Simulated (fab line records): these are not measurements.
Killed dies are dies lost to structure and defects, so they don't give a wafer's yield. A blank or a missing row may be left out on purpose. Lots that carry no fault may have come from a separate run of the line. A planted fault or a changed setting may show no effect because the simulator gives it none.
The tool behind it: which one? + flow sky130 + 13 lots with 39 wafers sampled at 5 steps, on a route of 708 steps

== WHAT EACH GAUGE READ, for each wafer ==
SKY_FIELD_ISO_THK_MEAS_23.
| lot  | measured    | on            | FIELD_ISO_OXIDATION_01_THK (nm) |
|------|-------------|---------------|---------------------------------|
| L286 | day 2 16:39 | film metro-02 | 9.71 9.87 9.86                  |
| L288 | day 3 00:53 | film metro-04 | 10.40 10.33 10.49               |
| L290 | day 3 10:31 | film metro-03 | 10.00 9.80 9.84                 |
| L291 | day 3 16:42 | film metro-02 | 10.24 10.39 10.36               |
| L294 | day 4 09:53 | film metro-03 | 10.09 10.01 10.15               |
| L295 | day 4 12:26 | film metro-02 | 9.66 9.86 9.98                  |
| L297 | day 4 22:49 | film metro-03 | 9.95 10.20 10.12                |
| L299 | day 5 12:33 | film metro-04 | 9.81 10.02 10.17                |
| L301 | day 5 17:33 | film metro-03 | 10.24 10.32 10.37               |
| L302 | day 6 04:38 | film metro-02 | 4.30 3.96 4.40                  |
| L303 | day 6 10:05 | film metro-04 | 4.41 4.44 4.69                  |
| L304 | day 6 10:07 | film metro-02 | 4.33 4.47 4.60                  |
| L305 | day 6 19:56 | film metro-02 | 4.35 4.26 4.37                  |

SKY_VT_ADJUST_LVTN_TW_MEAS_10.
| lot  | measured     | on            | VT_ADJUST_LVTN_TW |
|------|--------------|---------------|-------------------|
| L286 | day 7 05:57  | film metro-02 | 243.4 245.4 243.1 |
| L288 | day 7 16:18  | film metro-01 | 245.8 246.7 245.8 |
| L290 | day 8 05:23  | film metro-03 | 239.9 241.3 240.0 |
| L291 | day 8 11:04  | film metro-01 | 244.9 244.8 244.5 |
| L294 | day 9 12:34  | film metro-01 | 244.9 245.6 245.4 |
| L295 | day 9 14:39  | film metro-01 | 245.7 246.1 246.4 |
| L297 | day 10 02:32 | film metro-01 | 245.7 245.8 244.8 |
| L299 | day 10 18:37 | film metro-02 | 244.2 243.6 242.3 |
| L301 | day 11 05:07 | film metro-03 | 238.1 238.3 238.5 |
| L302 | day 12 02:58 | film metro-01 | 246.9 246.3 244.5 |
| L303 | day 12 03:44 | film metro-03 | 239.0 240.1 239.7 |
| L304 | day 12 04:44 | film metro-03 | 239.4 241.0 241.0 |
| L305 | day 13 07:13 | film metro-02 | 243.7 244.8 245.4 |

SKY_POLY_GATE_THK_MEAS_04.
| lot  | measured     | on            | POLY_GATE_CVD_03_THK (nm) |
|------|--------------|---------------|---------------------------|
| L286 | day 15 15:03 | film metro-04 | 75.5 75.5 75.9            |
| L288 | day 16 02:40 | film metro-04 | 74.9 75.5 75.1            |
| L290 | day 16 22:19 | film metro-02 | 74.5 73.7 74.2            |
| L291 | day 17 03:44 | film metro-01 | 74.9 75.3 75.0            |
| L294 | day 18 10:55 | film metro-01 | 75.1 75.2 75.1            |
| L295 | day 18 19:27 | film metro-04 | 74.9 74.1 74.8            |
| L297 | day 19 09:56 | film metro-01 | 76.0 75.2 76.0            |
| L299 | day 20 10:03 | film metro-02 | 75.2 75.0 74.9            |
| L301 | day 21 03:31 | film metro-01 | 76.1 76.2 76.0            |
| L302 | day 21 22:10 | film metro-04 | 75.7 75.6 76.1            |
| L303 | day 21 22:08 | film metro-02 | 75.4 75.4 74.8            |
| L304 | day 22 03:32 | film metro-02 | 76.2 76.6 75.9            |
| L305 | day 23 09:05 | film metro-01 | 74.8 75.0 75.9            |

SKY_LDD_HVN_OVL_MEAS_07.
| lot  | measured     | on         | LDD_HVN_OVL (nm) |
|------|--------------|------------|------------------|
| L286 | day 20 21:30 | overlay-02 | 0.6 0.1 -0.8     |
| L288 | day 21 07:49 | overlay-01 | 0.5 -0.2 0.2     |
| L290 | day 22 05:01 | overlay-02 | 2.0 2.3 1.5      |
| L291 | day 22 10:56 | overlay-02 | 1.6 2.0 1.4      |
| L294 | day 23 17:26 | overlay-02 | -0.3 -0.2 0.6    |
| L295 | day 24 01:21 | overlay-02 | -0.6 0.0 -1.0    |
| L297 | day 24 14:47 | overlay-01 | -1.0 0.3 -0.8    |
| L299 | day 25 14:44 | overlay-02 | 1.3 1.8 -0.5     |
| L301 | day 26 07:31 | overlay-02 | 1.9 1.3 1.4      |
| L302 | day 27 00:43 | overlay-02 | 1.0 1.7 0.4      |
| L303 | day 27 01:14 | overlay-01 | -0.2 -0.3 0.9    |
| L304 | day 27 05:30 | overlay-01 | -0.6 -0.6 -0.8   |
| L305 | day 28 09:22 | overlay-01 | -0.1 0.3 -1.5    |

== WHAT TOOL EACH LOT RAN ON (gives the tool, then ch and the chambers of the sampled wafers, and finally the start) ==
| lot  | SKY_FIELD_ISO_OXIDATION_22   |
|------|------------------------------|
| L286 | furnace-02 ch 0, day 2 15:29 |
| L288 | furnace-01 ch 0, day 2 23:42 |
| L290 | furnace-01 ch 0, day 3 09:21 |
| L291 | furnace-02 ch 0, day 3 15:31 |
| L294 | furnace-02 ch 0, day 4 08:41 |
| L295 | furnace-02 ch 0, day 4 11:16 |
| L297 | furnace-01 ch 0, day 4 21:39 |
| L299 | furnace-01 ch 0, day 5 11:21 |
| L301 | furnace-02 ch 0, day 5 16:22 |
| L302 | furnace-02 ch 0, day 6 03:26 |
| L303 | furnace-02 ch 0, day 6 08:55 |
| L304 | furnace-02 ch 0, day 6 08:55 |
| L305 | furnace-02 ch 0, day 6 18:45 |
- SKY_FIELD_ISO_OXIDATION_22: stabilise 600 s, purge 300 s, target thk 10 nm.

== WHAT THE TOOLS THEMSELVES READ (means of the sampled wafers that have a number; where no wafer has one, the mark that the record gives instead) ==
SKY_FIELD_ISO_OXIDATION_22.
| lot  | tool       | spike tc bottom C (C) | spike tc top C (C) |
|------|------------|-----------------------|--------------------|
| L286 | furnace-02 | 965                   | 961.8              |
| L288 | furnace-01 | 971                   | 955.9              |
| L290 | furnace-01 | 973                   | 955.4              |
| L291 | furnace-02 | 965                   | 960.8              |
| L294 | furnace-02 | 965                   | 961.9              |
| L295 | furnace-02 | 966                   | 960.9              |
| L297 | furnace-01 | 972                   | 955.6              |
| L299 | furnace-01 | 971                   | 955.4              |
| L301 | furnace-02 | 965                   | 961.5              |
| L302 | furnace-02 | 965                   | 961.2              |
| L303 | furnace-02 | 966                   | 960.7              |
| L304 | furnace-02 | 965                   | 962.1              |
| L305 | furnace-02 | 965                   | 960.5              |

== THE ANSWER, worked out from the rows above alone ==
Rule: the lots themselves supply what counts as usual. Put in order of their means at a reading, lots are off if they are a third of the lots or fewer, leave a main group of 4 or more, and stand apart from it by a gap of 3 or more times the standard deviation of the main group's means; of several such gaps the widest counts. If all means in a main group match to the digits the tables above print for the reading, that group is not used. Also off: a lot with no number at a reading for which 4 or more lots have one. Where the step has rows for the other lots, those lots are counted as sound. Order of review: gauges by route order, followed by the tools' own readings, for which a lot's mean as printed above is used. At the first step where some lot is off, the reading lying furthest off is the one used; lots without a number count as furthest.
Off: L302, L303, L304, L305, seen at SKY_FIELD_ISO_THK_MEAS_23 (FIELD_ISO_OXIDATION_01_THK). For the main group the mean is 10.08 nm and the standard deviation 0.21.
A tool fits if, at a process step before that reading, it ran every lot that is off, and no sound lot after the first of them. Those tools and the gauges at SKY_FIELD_ISO_THK_MEAS_23 are tried in the same way. One fits: furnace-02 at SKY_FIELD_ISO_OXIDATION_22. Its last sound lot is L301 (day 5 16:22), its first lot that is off L302 (day 6 03:26): a fault that began between those two fits.

== WHAT THE SIMULATOR HAD PUT IN ==
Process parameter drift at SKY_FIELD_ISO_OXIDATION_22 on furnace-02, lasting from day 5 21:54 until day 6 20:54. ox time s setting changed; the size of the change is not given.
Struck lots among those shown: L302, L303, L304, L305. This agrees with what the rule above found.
